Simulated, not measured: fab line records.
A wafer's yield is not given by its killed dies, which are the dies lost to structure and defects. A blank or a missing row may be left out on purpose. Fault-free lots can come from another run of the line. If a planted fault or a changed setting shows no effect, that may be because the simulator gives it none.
Which of the tools did it? + flow sky130 + 72 wafers from 24 lots sampled at 4 of the route's 708 steps

== WHAT EACH GAUGE READ, for each wafer ==
SKY_DNWELL_TW_MEAS_09.
| lot  | measured    | on           | DNWELL_TW      |
|------|-------------|--------------|----------------|
| L074 | day 3 01:47 | filmMetro-02 | 1106 1107 1109 |
| L075 | day 3 09:08 | filmMetro-01 | 1112 1118 1119 |
| L076 | day 3 13:14 | filmMetro-04 | 1118 1101 1117 |
| L077 | day 3 23:10 | filmMetro-02 | 1110 1103 1110 |
| L078 | day 4 05:28 | filmMetro-02 | 1099 1098 1096 |
| L079 | day 4 10:08 | filmMetro-04 | 1115 1112 1115 |
| L080 | day 4 14:28 | filmMetro-02 | 1097 1103 1093 |
| L081 | day 4 20:30 | filmMetro-02 | 1092 1087 1087 |
| L082 | day 5 01:47 | filmMetro-04 | 1115 1107 1116 |
| L083 | day 5 06:13 | filmMetro-04 | 1114 1111 1108 |
| L084 | day 5 12:17 | filmMetro-01 | 1105 1110 1109 |
| L085 | day 5 17:10 | filmMetro-04 | 1113 1117 1122 |
| L086 | day 5 20:54 | filmMetro-01 | 1112 1110 1110 |
| L087 | day 6 04:08 | filmMetro-04 | 1107 1107 1110 |
| L088 | day 6 09:11 | filmMetro-01 | 1105 1106 1098 |
| L089 | day 6 14:02 | filmMetro-01 | 1111 1113 1106 |
| L090 | day 6 18:56 | filmMetro-01 | 1105 1102 1099 |
| L091 | day 7 01:49 | filmMetro-02 | 1098 1103 1097 |
| L092 | day 7 10:16 | filmMetro-04 | 1117 1115 1114 |
| L093 | day 7 14:04 | filmMetro-01 | 1120 1116 1116 |
| L094 | day 7 18:48 | filmMetro-02 | 1087 1088 1094 |
| L095 | day 7 21:37 | filmMetro-04 | 1110 1114 1100 |
| L096 | day 8 04:55 | filmMetro-01 | 1116 1115 1121 |
| L097 | day 8 11:20 | filmMetro-04 | 1107 1106 1111 |

SKY_VT_ADJUST_LVTN_TW_MEAS_10.
| lot  | measured     | on           | VT_ADJUST_LVTN_TW |
|------|--------------|--------------|-------------------|
| L074 | day 6 19:19  | filmMetro-01 | 240.1 240.5 239.9 |
| L075 | day 7 03:01  | filmMetro-01 | 240.9 241.0 240.0 |
| L076 | day 7 08:23  | filmMetro-03 | 241.4 241.1 241.8 |
| L077 | day 7 20:16  | filmMetro-03 | 241.3 242.7 242.2 |
| L078 | day 8 03:48  | filmMetro-01 | 241.7 240.7 241.8 |
| L079 | day 8 11:42  | filmMetro-01 | 241.4 242.2 240.4 |
| L080 | day 8 16:42  | filmMetro-03 | 242.6 243.0 243.7 |
| L081 | day 8 23:05  | filmMetro-02 | 238.7 239.3 239.0 |
| L082 | day 9 07:03  | filmMetro-02 | 238.4 239.9 239.4 |
| L083 | day 9 11:02  | filmMetro-02 | 241.3 240.6 240.7 |
| L084 | day 9 19:08  | filmMetro-03 | 243.1 242.0 240.9 |
| L085 | day 9 21:49  | filmMetro-01 | 242.6 242.3 241.1 |
| L086 | day 10 05:52 | filmMetro-03 | 243.3 245.2 244.3 |
| L087 | day 10 12:56 | filmMetro-03 | 243.9 243.0 243.2 |
| L088 | day 10 18:45 | filmMetro-01 | 238.4 237.5 239.4 |
| L089 | day 10 21:54 | filmMetro-01 | 236.6 238.4 239.1 |
| L090 | day 11 07:16 | filmMetro-03 | 243.0 241.8 243.9 |
| L091 | day 11 15:37 | filmMetro-01 | 238.7 238.8 238.2 |
| L092 | day 12 00:05 | filmMetro-03 | 244.2 243.0 242.7 |
| L093 | day 12 07:09 | filmMetro-02 | 237.9 238.0 238.6 |
| L094 | day 12 10:04 | filmMetro-01 | 237.2 237.5 237.6 |
| L095 | day 12 14:59 | filmMetro-02 | 238.2 239.0 238.6 |
| L096 | day 12 23:07 | filmMetro-02 | 238.9 238.4 239.7 |
| L097 | day 13 06:50 | filmMetro-03 | 245.3 243.9 245.0 |

SKY_VT_ADJUST_HVTR_OVL_MEAS_08.
| lot  | measured     | on         | VT_ADJUST_HVTR_OVL (nm) |
|------|--------------|------------|-------------------------|
| L074 | day 9 08:56  | overlay-01 | 2.3 0.8 -0.3            |
| L075 | day 9 17:56  | overlay-01 | -0.1 -1.5 -0.9          |
| L076 | day 9 22:27  | overlay-01 | 2.4 1.9 1.2             |
| L077 | day 10 12:38 | overlay-01 | 1.8 3.7 2.4             |
| L078 | day 10 19:18 | overlay-02 | -1.6 0.3 0.0            |
| L079 | day 11 06:26 | overlay-02 | -0.7 -1.7 0.2           |
| L080 | day 11 10:20 | overlay-01 | 0.1 0.5 1.0             |
| L081 | day 11 19:32 | overlay-01 | 1.1 2.3 0.7             |
| L082 | day 12 01:56 | overlay-02 | -0.7 -0.4 0.4           |
| L083 | day 12 07:39 | overlay-02 | -2.2 -0.1 -1.4          |
| L084 | day 12 17:39 | overlay-01 | 1.4 0.4 0.9             |
| L085 | day 12 20:06 | overlay-02 | -0.6 1.9 -2.5           |
| L086 | day 13 03:14 | overlay-02 | 4.6 5.2 3.4             |
| L087 | day 13 11:20 | overlay-02 | -1.8 -1.1 1.7           |
| L088 | day 13 17:32 | overlay-02 | 2.9 -0.8 1.1            |
| L089 | day 13 18:59 | overlay-01 | 1.0 -0.7 0.2            |
| L090 | day 14 09:17 | overlay-01 | 0.6 1.6 2.8             |
| L091 | day 14 17:04 | overlay-01 | -0.7 -0.8 -1.0          |
| L092 | day 15 01:23 | overlay-02 | 0.9 0.3 1.6             |
| L093 | day 15 10:42 | overlay-01 | 2.3 -0.7 1.0            |
| L094 | day 15 11:43 | overlay-01 | 0.3 2.6 0.5             |
| L095 | day 15 17:12 | overlay-02 | 1.1 1.4 2.0             |
| L096 | day 16 03:20 | overlay-02 | -0.8 0.1 -2.5           |
| L097 | day 16 12:29 | overlay-01 | -1.6 -1.7 -2.9          |

== WHICH TOOL RAN EACH LOT (tool, then ch and the chambers of the sampled wafers, then the start) ==
| lot  | SKY_NWELL_RTA_28                |
|------|---------------------------------|
| L074 | rtpAnneal-02 ch 0, day 5 05:20  |
| L075 | rtpAnneal-01 ch 0, day 5 13:29  |
| L076 | rtpAnneal-01 ch 0, day 5 18:20  |
| L077 | rtpAnneal-01 ch 0, day 6 04:38  |
| L078 | rtpAnneal-02 ch 0, day 6 11:55  |
| L079 | rtpAnneal-02 ch 0, day 6 17:58  |
| L080 | rtpAnneal-01 ch 0, day 6 22:49  |
| L081 | rtpAnneal-02 ch 0, day 7 04:49  |
| L082 | rtpAnneal-02 ch 0, day 7 12:18  |
| L083 | rtpAnneal-01 ch 0, day 7 16:02  |
| L084 | rtpAnneal-02 ch 0, day 7 23:10  |
| L085 | rtpAnneal-01 ch 0, day 8 03:13  |
| L086 | rtpAnneal-02 ch 0, day 8 09:59  |
| L087 | rtpAnneal-01 ch 0, day 8 16:49  |
| L088 | rtpAnneal-02 ch 0, day 8 22:41  |
| L089 | rtpAnneal-02 ch 0, day 9 02:29  |
| L090 | rtpAnneal-02 ch 0, day 9 09:52  |
| L091 | rtpAnneal-01 ch 0, day 9 17:57  |
| L092 | rtpAnneal-01 ch 0, day 10 01:28 |
| L093 | rtpAnneal-02 ch 0, day 10 07:20 |
| L094 | rtpAnneal-01 ch 0, day 10 10:50 |
| L095 | rtpAnneal-01 ch 0, day 10 15:22 |
| L096 | rtpAnneal-01 ch 0, day 10 23:10 |
| L097 | rtpAnneal-01 ch 0, day 11 06:25 |
- SKY_NWELL_RTA_28: time 30 s.

== AS READ BY THE TOOLS THEMSELVES (means over the sampled wafers that have a number; for cases with no such wafer, the mark the record gives instead) ==
SKY_NWELL_RTA_28.
| lot  | tool         | lampPowerPct (%) | wafer_temp_C_max |
|------|--------------|------------------|------------------|
| L074 | rtpAnneal-02 | 25.31            | 1055.3           |
| L075 | rtpAnneal-01 | 25.31            | 1054.1           |
| L076 | rtpAnneal-01 | 25.32            | 1055.9           |
| L077 | rtpAnneal-01 | 25.33            | 1054.5           |
| L078 | rtpAnneal-02 | 25.26            | 1054.8           |
| L079 | rtpAnneal-02 | 25.31            | 1054.2           |
| L080 | rtpAnneal-01 | 25.30            | 1055.0           |
| L081 | rtpAnneal-02 | 25.29            | 1055.2           |
| L082 | rtpAnneal-02 | 25.29            | 1054.6           |
| L083 | rtpAnneal-01 | 25.31            | 1054.3           |
| L084 | rtpAnneal-02 | 25.28            | 1055.3           |
| L085 | rtpAnneal-01 | 25.30            | 1053.9           |
| L086 | rtpAnneal-02 | 25.31            | 1054.4           |
| L087 | rtpAnneal-01 | 25.30            | 1054.5           |
| L088 | rtpAnneal-02 | 25.27            | 1054.6           |
| L089 | rtpAnneal-02 | 25.27            | 1054.3           |
| L090 | rtpAnneal-02 | 25.34            | 1054.4           |
| L091 | rtpAnneal-01 | 25.30            | 1054.3           |
| L092 | rtpAnneal-01 | 25.30            | 1054.5           |
| L093 | rtpAnneal-02 | 25.36            | 1054.7           |
| L094 | rtpAnneal-01 | 25.26            | 1055.3           |
| L095 | rtpAnneal-01 | 25.32            | 1055.5           |
| L096 | rtpAnneal-01 | 25.32            | 1054.3           |
| L097 | rtpAnneal-01 | 25.36            | 1054.7           |

== THE ANSWER, worked out from the rows above alone ==
Rule: what is usual is taken from the lots themselves. Put in order of their means at a reading, lots are off if they are a third of the lots or fewer, leave a main group of 4 or more, and stand apart from it by a gap of 3 or more times the standard deviation of the main group's means; of several such gaps the widest counts. The tables above print the reading to a certain number of digits; a main group whose means all agree to those digits is not used. A lot without any number at a reading at which 4 lots or more have one is off too. The other lots that the step has rows for count as sound. Order of review: gauges by route order, followed by the tools' own readings, for which a lot's mean as printed above is used. The first step at which some lot is off is used, and at that step the reading that is off furthest; a lot without a number counts as furthest.
No lot is off at any reading shown: from this, nothing can be told.

== WHAT THE SIMULATOR PUT IN ==
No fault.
